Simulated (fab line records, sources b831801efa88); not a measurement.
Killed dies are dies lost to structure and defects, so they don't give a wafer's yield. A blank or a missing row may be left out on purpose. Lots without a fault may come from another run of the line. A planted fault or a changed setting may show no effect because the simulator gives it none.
fab line records | flow sky130
record lots=14 wafers=42 last_day=49
route steps=708 shown LDD_LDN@291 RES_XHIGH@341 PAD_OPEN@708
lots that met no fault: from a run of the same line without faults
start_h: hours from the record's first day to the start of the lot's first wafer shown | wait_h: hours since the lot's step before | " the same as in the row above | L1.1+2: a row that stands for several wafers | - no value, or no start given | * or withheld: withheld | < > ~ a bound
route shown NAME@n: a module of which the file shows steps, and the number in the route of the first | usual: mean/standard deviation of fault-free wafers | same: alike in all rows | chamber/n: place in a boat | sites: the reading at each site | _std_site: their standard deviation | _edge_site: outer sites' mean less inner sites' | radius_mm: how far each site lies from the wafer's centre | mask NAME#n: copy n | behind: the tool/chamber that last shaped the wafer | hold: why the lot was held/for how many hours/how that ended | device: the transistor (n, p or np) that didn't switch | end of line: the same wafers' tests at the end of the route | a step without rows: its recipe alone | killed: dies lost to structure and defects at the first sort, not the wafer's yield | map: a wafer's dies, x killed, . not, _ none there
set.NAME: the setting as run; set.NAME@STEP: as run at that earlier step | model.NAME: the simulator's own value behind a step, which no gauge read
steps of the route over a sample of lots; a table a step, a row a wafer
## steps
# step SKY_LDD_LDN_COAT_02
# recipe resist=NOVOLAK spin_rpm=3000 resist_thk_nm=1140
# usual chill_plate_temp_C=23.01/0.1 dispense_pressure_kPa=50.7/1.9
# columns lot.wafer tool chamber start_h wait_h chill_plate_temp_C dispense_pressure_kPa
L490.4 litho_track-02 0 494.45 0.1 23.04 52.4
L490.5 " 0 " " 22.91 52.4
L490.6 " 0 " " 22.87 52.4
L492.3 litho_track-01 0 520.06 0.1 23.05 47.9
L492.5 " 0 " " 23.17 47.8
L492.6 " 0 " " 22.94 47.9
L494.2 litho_track-01 0 537.98 0.1 23.18 47.8
L494.4 " 0 " " 23.03 47.9
L494.6 " 0 " " 23.11 47.8
L496.1 litho_track-01 0 559.36 0.1 23.08 47.9
L496.4 " 0 " " 22.93 47.9
L496.6 " 0 " " 23.08 47.9
L497.4 litho_track-04 0 564.47 0.1 23.20 51.0
L497.5 " 0 " " 23.11 51.0
L497.6 " 0 " " 23.19 50.9
L498.3 litho_track-02 0 576.67 0.1 23.20 52.4
L498.4 " 0 " " 23.16 52.4
L498.6 " 0 " " 23.13 52.4
L501.1 litho_track-04 0 620.70 0.1 23.09 50.9
L501.4 " 0 " " 23.02 50.9
L501.5 " 0 " " 23.15 51.0
L502.1 litho_track-02 0 621.67 0.1 22.86 52.4
L502.4 " 0 " " 22.98 52.4
L502.5 " 0 " " 23.02 52.4
L503.4 litho_track-02 0 627.45 0.1 22.99 52.4
L503.5 " 0 " " 22.84 52.4
L503.6 " 0 " " 22.96 52.4
L504.2 litho_track-02 0 631.65 0.1 23.04 52.4
L504.3 " 0 " " 22.79 52.4
L504.5 " 0 " " 22.94 52.4
L507.1 litho_track-01 - 658.86 0.1 - -
L507.4 " - " " - -
L507.6 " - " " - -
L508.2 litho_track-02 - 669.10 0.1 - -
L508.4 " - " " - -
L508.5 " - " " - -
L511.1 litho_track-01 0 692.31 0.1 22.79 47.8
L511.2 " 0 " " 22.93 47.8
L511.4 " 0 " " 23.00 47.9
L512.2 litho_track-02 0 692.35 0.1 22.98 52.4
L512.4 " 0 " " 22.94 52.4
L512.6 " 0 " " 22.89 52.4
# step SKY_LDD_LDN_OVL_MEAS_07
# usual LDD_LDN_OVL=-0.1/1.4
# columns lot.wafer tool chamber start_h wait_h LDD_LDN_OVL[nm]
L490.4 overlay-01 - 509.52 0.1 1.9
L490.5 " - " " 0.9
L490.6 " - " " 0.6
L492.3 overlay-01 - 534.87 0.1 -0.3
L492.5 " - " " 0.3
L492.6 " - " " -2.6
L494.2 overlay-02 - 553.26 0.1 0.5
L494.4 " - " " 1.5
L494.6 " - " " 0.1
L496.1 overlay-01 - 573.62 0.1 -0.8
L496.4 " - " " 1.7
L496.6 " - " " 1.3
L497.4 overlay-01 - 579.02 0.1 2.3
L497.5 " - " " 0.6
L497.6 " - " " 1.6
L498.3 overlay-01 - 591.97 0.1 0.1
L498.4 " - " " -0.9
L498.6 " - " " 0.8
L501.1 overlay-01 - 635.45 0.1 3.0
L501.4 " - " " 0.9
L501.5 " - " " 1.9
L502.1 overlay-01 - 636.07 0.1 0.2
L502.4 " - " " 1.4
L502.5 " - " " 1.7
L503.4 overlay-01 - 641.93 0.1 -1.9
L503.5 " - " " -0.2
L503.6 " - " " -0.1
L504.2 overlay-02 - 646.31 0.1 0.2
L504.3 " - " " 0.7
L504.5 " - " " -1.0
L507.1 overlay-02 - 673.40 0.1 -
L507.4 " - " " -
L507.6 " - " " -
L508.2 overlay-02 - 683.21 0.1 -
L508.4 " - " " -
L508.5 " - " " -
L511.1 overlay-01 - 706.41 0.1 1.8
L511.2 " - " " 0.3
L511.4 " - " " 0.0
L512.2 overlay-02 - 706.43 0.1 -1.0
L512.4 " - " " -0.5
L512.6 " - " " -2.2
# step SKY_RES_XHIGH_TW_MEAS_09
# usual RES_XHIGH_TW=1624/14
# columns lot.wafer tool chamber start_h wait_h RES_XHIGH_TW
L490.4 film_metro-01 - 601.59 0.1 1620
L490.5 " - " " 1620
L490.6 " - " " 1624
L492.3 film_metro-01 - 625.52 0.1 1632
L492.5 " - " " 1626
L492.6 " - " " 1630
L494.2 film_metro-01 - 641.87 0.1 1634
L494.4 " - " " 1629
L494.6 " - " " 1631
L496.1 film_metro-03 - 663.58 0.1 1635
L496.4 " - " " 1643
L496.6 " - " " 1635
L497.4 film_metro-02 - 668.36 0.1 1613
L497.5 " - " " 1595
L497.6 " - " " 1611
L498.3 film_metro-03 - 681.60 0.1 1632
L498.4 " - " " 1632
L498.6 " - " " 1618
L501.1 film_metro-03 - 721.20 0.1 1623
L501.4 " - " " 1626
L501.5 " - " " 1641
L502.1 film_metro-03 - 722.81 0.1 1642
L502.4 " - " " 1626
L502.5 " - " " 1642
L503.4 film_metro-03 - 727.08 0.1 1640
L503.5 " - " " 1633
L503.6 " - " " 1633
L504.2 film_metro-02 - 733.02 0.1 1607
L504.3 " - " " 1607
L504.5 " - " " 1611
L507.1 film_metro-01 - 758.41 0.1 1926
L507.4 " - " " 1917
L507.6 " - " " 1906
L508.2 film_metro-01 - 766.26 0.1 1908
L508.4 " - " " 1906
L508.5 " - " " 1912
L511.1 film_metro-03 - 789.81 0.1 1639
L511.2 " - " " 1631
L511.4 " - " " 1628
L512.2 film_metro-02 - 791.11 0.1 1609
L512.4 " - " " 1605
L512.6 " - " " 1606
# step SKY_PAD_OPEN_PROBE_99
# usual killed_at_M0_to_M3=44/7.2 killed_at_M4_up=3.1/1.8 killed_at_contacts=24/4.5 killed_at_front_end=16/4.4 killed_at_other=0.2/0.42 killed_dies=87/8.9 killed_on_rim=17/4.1 killed_open=48/6.4 killed_short=39/6.2
# same gross_dies=492 killed_at_back_side=0
# columns lot.wafer tool chamber start_h wait_h killed_at_M0_to_M3 killed_at_M4_up killed_at_contacts killed_at_front_end killed_at_other killed_dies killed_on_rim killed_open killed_short
L497.4 prober-02 - 1103.00 0.2 43 1 21 23 0 88 18 45 43
L497.5 prober-02 - 1103.05 0.2 45 2 22 15 0 84 20 55 29
L497.6 prober-02 - 1103.10 0.2 38 2 33 17 0 90 13 46 44
L502.1 prober-01 - 1139.77 0.1 39 2 27 16 0 84 25 43 41
L502.4 prober-01 - 1139.92 0.2 25 4 23 15 0 67 7 34 33
L502.5 prober-01 - 1139.97 0.2 42 6 24 19 0 91 11 42 49
L503.4 prober-02 - 1144.23 0.2 56 2 23 14 0 95 21 49 46
L503.5 prober-02 - 1144.28 0.2 46 5 24 25 0 100 23 63 37
L503.6 prober-02 - 1144.33 0.2 42 6 21 13 0 82 16 49 33
L504.2 prober-01 - 1149.63 0.1 47 3 23 21 0 94 14 54 40
L504.3 prober-01 - 1149.68 0.2 58 2 17 16 0 93 19 44 49
L504.5 prober-01 - 1149.78 0.2 42 3 19 22 0 86 20 46 40
L507.1 prober-02 - 1163.53 0.1 30 5 17 440 0 492 96 43 25
L507.4 prober-02 - 1163.68 0.2 43 1 19 429 0 492 96 39 32
L507.6 prober-02 - 1163.78 0.2 39 4 26 423 0 492 96 47 36
L508.2 prober-01 - 1172.37 0.1 38 5 31 418 0 492 96 44 45
L508.4 prober-01 - 1172.47 0.2 44 6 24 417 1 492 96 50 43
L508.5 prober-01 - 1172.52 0.2 33 4 26 429 0 492 96 45 32
# killed by level:class
L497.4 VIA1:geometric_particle:open=13 METAL1:geometric_particle:short=7 LI_CONTACT:geometric_particle:open=7 POLY_GATE:geometric_particle:short=6 FIELD_ISO:geometric_particle:open=5 FIELD_ISO:geometric_particle:short=5 CONTACT:geometric_particle:open=5 LOCAL_INTERCONNECT:geometric_particle:short=4
L497.5 VIA1:geometric_particle:open=14 VIA2:geometric_particle:open=9 LI_CONTACT:geometric_particle:open=8 CONTACT:geometric_particle:open=6 FIELD_ISO:geometric_particle:open=5 METAL1:geometric_particle:short=5 POLY_GATE:geometric_particle:open=4 CONTACT:geometric_particle:short=4
L497.6 CONTACT:geometric_particle:open=12 VIA1:geometric_particle:open=11 VIA3:geometric_particle:open=9 CONTACT:geometric_particle:short=8 POLY_GATE:geometric_particle:short=7 LOCAL_INTERCONNECT:geometric_particle:short=7 FIELD_ISO:geometric_particle:short=5 VIA3:geometric_particle:short=5
L502.1 VIA1:geometric_particle:open=12 POLY_GATE:geometric_particle:open=7 LI_CONTACT:geometric_particle:short=6 CONTACT:geometric_particle:open=6 METAL2:geometric_particle:short=6 LI_CONTACT:geometric_particle:open=5 CONTACT:geometric_particle:short=5 VIA3:geometric_particle:open=5
L502.4 LI_CONTACT:geometric_particle:open=7 VIA1:geometric_particle:open=7 FIELD_ISO:geometric_particle:short=6 CONTACT:geometric_particle:open=5 LI_CONTACT:geometric_particle:short=5 METAL2:geometric_particle:short=4 METAL4:geometric_particle:short=3 CONTACT:geometric_particle:short=3
L502.5 CONTACT:geometric_particle:open=11 POLY_GATE:geometric_particle:short=7 METAL2:geometric_particle:short=7 VIA1:geometric_particle:open=7 METAL4:geometric_particle:short=6 VIA3:geometric_particle:open=6 VIA1:geometric_particle:short=5 METAL3:geometric_particle:short=5
L503.4 VIA1:geometric_particle:open=12 VIA2:geometric_particle:open=11 CONTACT:geometric_particle:open=11 METAL1:geometric_particle:short=10 METAL2:geometric_particle:short=6 CONTACT:geometric_particle:short=5 VIA3:geometric_particle:open=5 VIA1:geometric_particle:short=4
L503.5 VIA1:geometric_particle:open=16 CONTACT:geometric_particle:open=9 LI_CONTACT:geometric_particle:open=8 VIA2:geometric_particle:open=7 FIELD_ISO:geometric_particle:short=5 FIELD_ISO:geometric_particle:open=5 POLY_GATE:geometric_particle:short=5 POLY_GATE:geometric_particle:open=5
L503.6 VIA2:geometric_particle:open=9 VIA1:geometric_particle:open=9 LI_CONTACT:geometric_particle:open=8 LI_CONTACT:geometric_particle:short=7 FIELD_ISO:geometric_particle:short=5 VIA3:geometric_particle:open=5 METAL1:geometric_particle:short=5 CONTACT:geometric_particle:open=4
L504.2 VIA1:geometric_particle:open=13 FIELD_ISO:geometric_particle:open=7 VIA2:geometric_particle:open=7 FIELD_ISO:geometric_particle:short=6 METAL2:geometric_particle:short=6 LI_CONTACT:geometric_particle:open=5 CONTACT:geometric_particle:open=5 POLY_GATE:geometric_particle:short=4
L504.3 METAL2:geometric_particle:short=11 VIA1:geometric_particle:open=9 CONTACT:geometric_particle:open=8 VIA2:geometric_particle:open=8 VIA3:geometric_particle:open=7 FIELD_ISO:geometric_particle:open=6 VIA1:geometric_particle:short=6 CONTACT:geometric_particle:short=5
L504.5 VIA1:geometric_particle:open=11 FIELD_ISO:geometric_particle:open=7 FIELD_ISO:geometric_particle:short=6 METAL2:geometric_particle:short=6 CONTACT:geometric_particle:open=6 VIA3:geometric_particle:open=6 CONTACT:geometric_particle:short=5 METAL1:geometric_particle:short=5
L507.1 LDD_LDN:area_expose=424 VIA1:geometric_particle:open=8 VIA3:geometric_particle:open=7 LI_CONTACT:geometric_particle:open=6 CONTACT:geometric_particle:open=6 METAL4:geometric_particle:short=5 FIELD_ISO:geometric_particle:open=4 VIA1:geometric_particle:short=4
L507.4 LDD_LDN:area_expose=421 VIA1:geometric_particle:open=11 CONTACT:geometric_particle:open=9 METAL2:geometric_particle:short=7 VIA3:geometric_particle:open=6 CONTACT:geometric_particle:short=5 METAL1:geometric_particle:short=5 VIA2:geometric_particle:open=5
L507.6 LDD_LDN:area_expose=409 CONTACT:geometric_particle:open=11 LI_CONTACT:geometric_particle:open=8 METAL3:geometric_particle:short=7 VIA1:geometric_particle:short=6 FIELD_ISO:geometric_particle:open=5 VIA2:geometric_particle:short=5 POLY_GATE:geometric_particle:short=4
L508.2 LDD_LDN:area_expose=403 VIA1:geometric_particle:open=15 CONTACT:geometric_particle:open=10 LOCAL_INTERCONNECT:geometric_particle:short=8 CONTACT:geometric_particle:short=6 VIA3:geometric_particle:open=5 METAL1:geometric_particle:short=4 LI_CONTACT:geometric_particle:open=4
L508.4 LDD_LDN:area_expose=399 VIA1:geometric_particle:open=13 CONTACT:geometric_particle:open=10 VIA3:geometric_particle:open=8 POLY_GATE:geometric_particle:open=5 LI_CONTACT:geometric_particle:open=5 METAL1:geometric_particle:short=5 FIELD_ISO:geometric_particle:short=4
L508.5 LDD_LDN:area_expose=415 CONTACT:geometric_particle:open=14 VIA2:geometric_particle:open=8 VIA3:geometric_particle:open=7 POLY_GATE:geometric_particle:short=5 LI_CONTACT:geometric_particle:open=4 LI_CONTACT:geometric_particle:short=4 VIA1:geometric_particle:open=4
## key
first_sign step=SKY_LDD_LDN_COAT_02 reading=tool_record direction=missing
effect step=SKY_LDD_LDN_OVL_MEAS_07 reading=LDD_LDN_OVL direction=missing
effect step=SKY_RES_XHIGH_TW_MEAS_09 reading=RES_XHIGH_TW direction=up sigmas=20 usual=1624 struck=1912
effect step=SKY_PAD_OPEN_PROBE_99 reading=killed_at_front_end direction=up sigmas=93 usual=16 struck=426
more_kills_born_at SKY_LDD_LDN_EXPOSE_04@iline_stepper-01=2471
met_at SKY_LDD_LDN_COAT_02
struck_lots L507,L508
tester_left_out L507,L508
onset_between 631.65 658.86
fault kind=skipped_step_whole tool=litho_track-01,litho_track-02 chamber=- onset_h=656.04 steps=SKY_LDD_LDN_COAT_02 scope=struck_lots_only
# tester_left_out: of these lots the tester's yield and bins aren't shown, on N5 and GAA mostly nor the transistor test; their killed dies are dies lost to structure and defects alone, not to doping, threshold or leakage, so they don't give the yield
